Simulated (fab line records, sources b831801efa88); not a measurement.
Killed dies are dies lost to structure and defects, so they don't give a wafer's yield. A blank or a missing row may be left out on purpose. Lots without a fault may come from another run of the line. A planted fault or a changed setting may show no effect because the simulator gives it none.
Chamber matching | flow gf180mcu | GF_V4_CMP_26 on cmp-02: 4 sister chambers
The step polishes, stops on SiO2, t overpolish 15 s, target thk 0 nm. 20 wafers are shown with their chamber, then 10 later ones without.

WAFERS WITH THEIR CHAMBER
wafer  | chamber | motor_current_A (A) | time_to_endpoint_s (s) | head_pressure_psi (psi)
L326.1 | 0       | 11.3                | 92                     | 3.503
L326.2 | 1       | 9.1                 | 90                     | 3.497
L326.5 | 1       | 9.0                 | 90                     | 3.503
L327.1 | 2       | 10.4                | 94                     | 3.498
L327.4 | 1       | 8.8                 | 90                     | 3.498
L327.5 | 0       | 11.9                | 95                     | 3.496
L328.1 | 2       | 10.9                | 96                     | 3.505
L328.4 | 3       | 11.1                | 88                     | 3.508
L328.5 | 3       | 11.3                | 89                     | 3.513
L330.1 | 0       | 12.0                | 88                     | 3.493
L330.2 | 2       | 11.2                | 90                     | 3.498
L330.5 | 0       | 11.6                | 93                     | 3.485
L331.3 | 1       | 9.2                 | 84                     | 3.501
L331.5 | 3       | 11.7                | 82                     | 3.505
L331.6 | 0       | 12.0                | 92                     | 3.508
L332.2 | 0       | 12.5                | 92                     | 3.493
L332.3 | 3       | 10.6                | 88                     | 3.489
L332.5 | 3       | 11.2                | 89                     | 3.513
L336.2 | 3       | 10.5                | 85                     | 3.496
L336.3 | 2       | 11.0                | 93                     | 3.504

SIGNATURES (means of the wafers above)
reading            | chamber 0 | chamber 1 | chamber 2 | chamber 3 | scatter within a chamber
motor_current_A    | 11.883    | 9.025     | 10.875    | 11.067    | 0.377
time_to_endpoint_s | 92.00     | 88.50     | 93.25     | 86.83     | 2.63
head_pressure_psi  | 3.49633   | 3.49975   | 3.50125   | 3.50400   | 0.00735
Rule: a wafer's distance from a chamber is the root of the sum, over the readings, of the square of ((its reading less the chamber's mean) divided by the reading's scatter). The wafer belongs to the nearest chamber; if the next one is less than 2 further off, it can't be placed. The scatter: the root of (the sum of the squares of (reading less its chamber's mean) over the shown wafers, divided by (wafers less chambers)).

WAFERS WITHOUT THEIR CHAMBER
wafer  | motor_current_A (A) | time_to_endpoint_s (s) | head_pressure_psi (psi)
L336.4 | 9.1                 | 85                     | 3.513
L338.1 | 8.6                 | 90                     | 3.488
L338.2 | 11.4                | 83                     | 3.505
L338.5 | 10.7                | 88                     | 3.507
L339.1 | 11.4                | 87                     | 3.497
L339.2 | 11.4                | 91                     | 3.506
L339.3 | 12.1                | 90                     | 3.496
L346.2 | 11.1                | 78                     | 3.502
L346.3 | 10.7                | 92                     | 3.484
L346.5 | 11.8                | 92                     | 3.494

WHICH CHAMBER EACH WENT THROUGH
wafer  | from the rows above          | in truth
L336.4 | 1                            | 1
L338.1 | 1                            | 1
L338.2 | 3                            | 3
L338.5 | can't be placed: 3 or 2      | 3
L339.1 | can't be placed: 3 or 0 or 2 | 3
L339.2 | can't be placed: 2 or 3 or 0 | 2
L339.3 | 0                            | 0
L346.2 | 3                            | 3
L346.3 | can't be placed: 2 or 3 or 0 | 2
L346.5 | 0                            | 0
Placed correctly: 6 of 10. Can't be placed from these rows: 4 (the true chamber is among the candidates in 4). Placed wrongly: 0.
